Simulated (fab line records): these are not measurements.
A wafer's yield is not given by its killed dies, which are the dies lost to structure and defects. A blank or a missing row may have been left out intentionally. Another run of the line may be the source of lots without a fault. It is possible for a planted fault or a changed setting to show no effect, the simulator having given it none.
8D (eight disciplines) problem report, filled in by code | flow sky130 | the parts of the form that need people (team, actions taken, sign-off) are left out

## 1. WHAT IS WRONG
Wafers free of any fault read 0.1273 ohm/sq (standard deviation 0.0018) for METAL1_ALCU_RS at SKY_METAL1_RS_MEAS_05, against a mean of 0.1417 ohm/sq on 2 wafers of 2 lots. Measured from the usual mean, that is +8.0 standard deviations.
The step: measures by four-point-probe.
Seen first at day 38 01:10 on film metro-03, wafer L209.6. The record has a number at this step for 33 wafers belonging to 11 lots. Rule for "out", or "out of limits": more than 4 standard deviations from the usual mean. Any other wafer with a number is counted as sound.

## 2. WHAT IT IS; WHAT IT IS NOT
question                    | is                           | is not
which readings at this step | METAL1_ALCU_RS               | -
which lots                  | L209, L210                   | L193, L196, L197, L198, L199, L200, L201, L204, L205
which wafers of those lots  | L209.6, L210.2               | L209.3, L209.5, L210.1, L210.5
read on which gauges        | film metro-02, film metro-03 | film metro-04
when                        | from day 38 01:10            | up to then (29 sound wafers); but 2 sound wafers of L210 came after

## 3. SUSPECTS, AND WHAT RULES EACH OUT
Counting: if a tool at a process step up to the reading ran every lot that is out, it stays a suspect. Sound lots after the first of them don't rule it out here, since some wafers of a struck lot are sound.
- the gauge at SKY_METAL1_RS_MEAS_05 is ruled out. 2 gauges (film metro-02, film metro-03) read the wafers that are out.
- pecvd-03 at SKY_CONTACT_CVD_00 (deposits Si3N4, target thk 75 nm): kept. It ran every lot that is out, first L209 (day 36 21:45); its last sound lot up to then is L199 (day 33 15:53).
- pvd sputter-01 at SKY_METAL1_SPUTTER_00 (material Ti, target thk 15 nm, time 10 s): kept. It ran every lot that is out, first L209 (day 38 00:59); its last sound lot up to then is L205 (day 36 19:52).
- pvd sputter-01 at SKY_METAL1_SPUTTER_02 (material AlCu, target thk 250 nm, time 13.3 s): kept. It ran every lot that is out, first L209 (day 38 01:02); its last sound lot up to then is L205 (day 36 19:55).
Still standing after the count: pecvd-03 at SKY_CONTACT_CVD_00, pvd sputter-01 at SKY_METAL1_SPUTTER_00, pvd sputter-01 at SKY_METAL1_SPUTTER_02.

## 4. THE CAUSE (what the simulator had put in)
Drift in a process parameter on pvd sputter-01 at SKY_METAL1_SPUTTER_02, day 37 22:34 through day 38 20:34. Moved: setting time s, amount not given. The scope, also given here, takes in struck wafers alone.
3 suspects survive the count, and this tool is in that group.

## 5. THE CHAIN OF EFFECTS, in route order
One row per reading whose mean, taken over the struck wafers that have a number, lies over 3 standard deviations from the usual. Only readings whose record carries a usual standard deviation are examined. hours: median over the lots of the time between each lot's start at the first step of this table that gives one and its start at this step. sigmas: the change, counted in usual standard deviations.
hours | step                   | reading         | usual         | on struck wafers | change  | sigmas
0     | SKY_METAL1_RS_MEAS_05  | METAL1_ALCU_RS  | 0.1273 ohm/sq | 0.1417           | +0.0144 | +8.0
4     | SKY_METAL1_THK_MEAS_06 | METAL1_ALCU_THK | 249 nm        | 224              | -26     | -7.1

## 6. WHAT WOULD HAVE CAUGHT IT SOONER
In this record the first reading out of limits at a measuring or inspecting step was taken at day 38 01:10, 3 hours after the fault began at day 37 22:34.
No tool reading at SKY_METAL1_SPUTTER_02 that has a usual standard deviation in the record was out on any struck wafer, so an alarm limit of 4 standard deviations on those readings would not have fired.
Lots out: 2; of these, L210 started SKY_METAL1_SPUTTER_02 on pvd sputter-01 after day 38 01:10. Had the tool been put on hold then, it would have been spared.
